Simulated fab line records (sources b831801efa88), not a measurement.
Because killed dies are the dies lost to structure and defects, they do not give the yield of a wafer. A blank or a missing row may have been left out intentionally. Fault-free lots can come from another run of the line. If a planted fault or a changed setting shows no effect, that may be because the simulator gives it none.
What tool caused it? | flow sky130 | 21 wafers sampled from 7 lots at 1 step of a route of 708

## WHAT THE GAUGES READ, wafer by wafer
SKY_VIA4_THK_MEAS_20: measures by xrf.
lot  | measured     | on           | VIA4_W_THK (nm)
L933 | day 43 06:35 | filmMetro-02 | 516 511 515
L938 | day 45 00:57 | filmMetro-02 | 516 521 518
L941 | day 45 22:29 | filmMetro-03 | 513 518 514
L942 | day 46 05:23 | filmMetro-04 | 514 524 514
L947 | day 47 13:58 | filmMetro-04 | 521 528 516
L950 | day 47 20:20 | filmMetro-02 | 516 522 520
L954 | day 49 04:49 | filmMetro-03 | 525 524 516

## EACH LOT AND THE TOOL THAT RAN IT (in order: tool; ch and the chambers of the sampled wafers; start)
The record holds no process step before these readings.

## THE ANSWER, worked out from the rows above alone
Rule: what is usual is taken from the lots themselves. Put in order of their means at a reading, lots are off if they are a third of the lots or fewer, leave a main group of 4 or more, and stand apart from it by a gap of 3 or more times the standard deviation of the main group's means; of several such gaps the widest counts. A main group is skipped when, at the precision printed for the reading in the tables above, its means are all equal. Also off: a lot with no number at a reading for which 4 or more lots have one. The other lots that the step has rows for count as sound.
No lot is off at any reading shown: from this, nothing can be told.

## WHAT THE SIMULATOR PUT IN
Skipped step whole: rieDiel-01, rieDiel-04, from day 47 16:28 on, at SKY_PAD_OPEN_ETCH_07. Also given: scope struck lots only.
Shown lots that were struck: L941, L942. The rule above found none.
